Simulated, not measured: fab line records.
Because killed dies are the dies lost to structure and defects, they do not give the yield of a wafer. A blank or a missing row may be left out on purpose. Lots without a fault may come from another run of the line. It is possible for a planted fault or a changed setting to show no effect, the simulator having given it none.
The tool behind it: which one? ; flow gf180mcu ; 13 lots with 39 wafers sampled at 6 steps, on a route of 602 steps

== WHAT THE GAUGES READ, wafer by wafer ==
GF_MVPSD_OVL_MEAS_07.
lot;measured;on;MVPSD_OVL (nm)
L993;day 5 03:44;overlay-02;0.3 0.1 -1.5
L994;day 5 05:31;overlay-02;-1.8 -0.4 -2.9
L997;day 5 21:50;overlay-01;-0.9 0.8 0.7
L999;day 6 12:08;overlay-02;-0.1 -1.1 -1.2
L100;day 7 02:17;overlay-01;0.9 0.2 0.6
L103;day 7 22:50;overlay-01;2.1 1.9 1.4
L105;day 8 03:30;overlay-01;- - -
L107;day 8 14:59;overlay-02;0.2 0.1 -0.9
L109;day 8 20:38;overlay-02;1.7 -2.7 0.5
L110;day 9 02:00;overlay-02;-0.8 -0.9 -0.8
L113;day 10 07:03;overlay-01;0.4 0.7 -0.3
L114;day 10 14:06;overlay-01;-1.7 -0.4 -1.0
L116;day 11 07:11;overlay-01;-1.0 -2.4 1.2

GF_MVPSD_TW_MEAS_11.
lot;measured;on;MVPSD_TW
L993;day 5 04:11;film_metro-03;559 561 564
L994;day 5 05:57;film_metro-03;561 561 562
L997;day 5 22:17;film_metro-04;554 556 553
L999;day 6 12:34;film_metro-04;558 562 558
L100;day 7 02:44;film_metro-04;553 553 551
L103;day 7 23:16;film_metro-01;558 562 559
L105;day 8 03:56;film_metro-01;30 30 30
L107;day 8 15:26;film_metro-01;559 563 565
L109;day 8 21:05;film_metro-01;560 560 563
L110;day 9 02:26;film_metro-04;556 551 553
L113;day 10 07:32;film_metro-01;559 556 559
L114;day 10 14:32;film_metro-04;555 555 555
L116;day 11 07:37;film_metro-01;560 562 560

GF_VT_IMPLANT_TW_MEAS_21.
lot;measured;on;VT_IMPLANT_2_TW
L993;day 6 09:07;film_metro-01;1213 1209 1213
L994;day 6 10:32;film_metro-01;1212 1220 1218
L997;day 7 03:29;film_metro-02;1203 1209 1206
L999;day 7 18:16;film_metro-03;1218 1216 1221
L100;day 8 08:32;film_metro-02;1195 1200 1202
L103;day 9 07:37;film_metro-01;1229 1230 1228
L105;day 9 13:55;film_metro-02;1210 1209 1202
L107;day 10 01:50;film_metro-02;1210 1206 1201
L109;day 10 08:02;film_metro-02;1209 1208 1207
L110;day 10 13:40;film_metro-01;1231 1221 1232
L113;day 11 20:14;film_metro-02;1200 1216 1208
L114;day 12 04:05;film_metro-01;1228 1232 1222
L116;day 12 21:20;film_metro-01;1229 1223 1227

GF_VT_IMPLANT_OVL_MEAS_29.
lot;measured;on;VT_IMPLANT_02_OVL (nm)
L993;day 6 23:28;overlay-01;-0.9 -1.6 -1.9
L994;day 7 00:25;overlay-01;2.0 -0.2 0.9
L997;day 7 19:02;overlay-02;-0.7 -1.7 0.0
L999;day 8 08:56;overlay-01;0.2 -1.4 -0.8
L100;day 9 00:41;overlay-01;1.9 2.1 1.6
L103;day 10 00:59;overlay-01;-3.4 -1.7 -1.3
L105;day 10 07:26;overlay-01;-0.3 0.1 0.6
L107;day 10 19:35;overlay-02;1.3 -1.8 -3.4
L109;day 11 01:49;overlay-02;-2.2 -3.3 -2.0
L110;day 11 07:50;overlay-02;-2.3 0.7 0.2
L113;day 12 15:20;overlay-01;-0.7 0.4 -0.7
L114;day 12 22:40;overlay-01;1.1 1.6 2.6
L116;day 13 17:02;overlay-02;0.1 -2.0 -3.8

GF_POLY_GATE_THK_MEAS_01.
lot;measured;on;POLY_GATE_CVD_00_THK (nm)
L993;day 8 15:34;film_metro-01;197.8 196.4 195.8
L994;day 8 14:00;film_metro-02;199.1 199.7 197.2
L997;day 9 09:05;film_metro-01;201.8 199.9 201.6
L999;day 10 01:45;film_metro-01;201.0 199.5 199.3
L100;day 10 18:59;film_metro-01;200.1 199.0 199.9
L103;day 11 20:48;film_metro-04;198.8 196.1 196.8
L105;day 12 01:51;film_metro-04;199.5 198.0 197.7
L107;day 12 16:16;film_metro-04;203.4 203.4 205.9
L109;day 12 21:49;film_metro-02;197.5 198.6 200.1
L110;day 13 04:39;film_metro-01;199.7 198.7 199.7
L113;day 14 12:25;film_metro-01;199.8 201.4 200.2
L114;day 14 22:16;film_metro-04;200.4 199.1 200.2
L116;day 15 19:38;film_metro-04;200.4 199.5 198.0

== EACH LOT AND THE TOOL THAT RAN IT (in order: tool; ch and the chambers of the sampled wafers; start) ==
lot;GF_MVPSD_EXPOSE_04
L993;iline_stepper-02 ch 0, day 4 21:17
L994;iline_stepper-02 ch 0, day 4 22:09
L997;iline_stepper-01 ch 0, day 5 14:51
L999;iline_stepper-01 ch 0, day 6 05:14
L100;iline_stepper-01 ch 0, day 6 19:14
L103;iline_stepper-02 ch 0, day 7 14:56
L105;iline_stepper-02 ch 0, day 7 20:26
L107;iline_stepper-02 ch 0, day 8 07:08
L109;iline_stepper-01 ch 0, day 8 12:40
L110;iline_stepper-01 ch 0, day 8 17:53
L113;iline_stepper-02 ch 0, day 9 22:17
L114;iline_stepper-02 ch 0, day 10 05:39
L116;iline_stepper-01 ch 0, day 10 22:00
- GF_MVPSD_EXPOSE_04: exposes mask MVPSD, target cd 1000 nm.

== AS READ BY THE TOOLS THEMSELVES (means over the sampled wafers that have a number; for cases with no such wafer, the mark the record gives instead) ==
The record holds no such reading with a usual standard deviation.

== THE ANSWER, worked out from the rows above alone ==
Rule: the lots themselves supply what counts as usual. The widest of any qualifying gaps counts: lots, ordered by their means at a reading, are off when they make up no more than a third of the lots, leave a main group of 4 or more, and stand apart from it by 3 or more times the standard deviation of that group's means. A main group whose means are all the same, to the digits that the tables above print for the reading, isn't used. A lot without any number at a reading at which 4 lots or more have one is off too. Where the step has rows for the other lots, those lots are counted as sound. The gauges are gone through in route order, then the tools' own readings, and for those a lot's mean is taken as printed above. At the first step where some lot is off, the reading lying furthest off is the one used; lots without a number count as furthest.
Off: at GF_MVPSD_OVL_MEAS_07 (MVPSD_OVL), L105. Without a number there: L105. Main group: mean -0.2 nm, sd 0.86.
A tool fits if, at a process step before that reading, it ran every lot that is off, and no sound lot after the first of them. Not tried: the gauges at GF_MVPSD_OVL_MEAS_07; whatever is off there is also off at GF_MVPSD_TW_MEAS_11, on other tools, and gauge error can't account for it. None of those tried fits.

== WHAT THE SIMULATOR HAD INSERTED ==
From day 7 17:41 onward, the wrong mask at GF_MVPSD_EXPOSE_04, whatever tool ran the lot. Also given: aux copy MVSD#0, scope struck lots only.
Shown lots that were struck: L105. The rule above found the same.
